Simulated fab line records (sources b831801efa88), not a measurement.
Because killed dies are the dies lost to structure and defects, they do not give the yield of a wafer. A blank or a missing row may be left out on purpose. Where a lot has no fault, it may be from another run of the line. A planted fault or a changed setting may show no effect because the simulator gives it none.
What tool caused it?	flow sky130	Sampling: 6 lots, 18 wafers, 2 of 708 route steps

== WHAT THE GAUGES SHOWED, per wafer ==
SKY_GATE_OXIDE_THK_MEAS_02.
lot	measured	on	GATE_OXIDE_OXIDATION_00_THK (nm)
L735	day 13 01:47	film-metro-04	10.27 10.10 9.96
L740	day 15 01:12	film-metro-04	10.38 10.56 10.47
L742	day 15 10:44	film-metro-04	10.09 10.07 10.06
L748	day 17 06:34	film-metro-04	10.20 10.30 10.23
L752	day 19 05:36	film-metro-01	10.20 10.31 10.29
L755	day 20 00:49	film-metro-04	10.16 10.41 10.38

== WHAT TOOL EACH LOT RAN ON (gives the tool, then ch and the chambers of the sampled wafers, and finally the start) ==
lot	SKY_VT_ADJUST_PCH_STRIP_09
L735	plasma-asher-01 ch 0,1, day 10 19:09
L740	plasma-asher-04 ch 0,1, day 12 06:46
L742	plasma-asher-02 ch 0,1, day 12 19:36
L748	plasma-asher-01 ch 0,1, day 14 15:28
L752	plasma-asher-01 ch 0,1, day 16 06:43
L755	plasma-asher-04 ch 0,1, day 17 03:52
- SKY_VT_ADJUST_PCH_STRIP_09: strips in O2/N2.

== THE ANSWER, worked out from the rows above alone ==
Rule: what is usual is taken from the lots themselves. The widest of any qualifying gaps counts: lots, ordered by their means at a reading, are off when they make up no more than a third of the lots, leave a main group of 4 or more, and stand apart from it by 3 or more times the standard deviation of that group's means. A main group is skipped when, at the precision printed for the reading in the tables above, its means are all equal. A lot without any number at a reading at which 4 lots or more have one is off too. All remaining lots with rows at the step are treated as sound.
No lot is off at any reading shown: from this, nothing can be told.

== WHAT HAD BEEN PUT IN BY THE SIMULATOR ==
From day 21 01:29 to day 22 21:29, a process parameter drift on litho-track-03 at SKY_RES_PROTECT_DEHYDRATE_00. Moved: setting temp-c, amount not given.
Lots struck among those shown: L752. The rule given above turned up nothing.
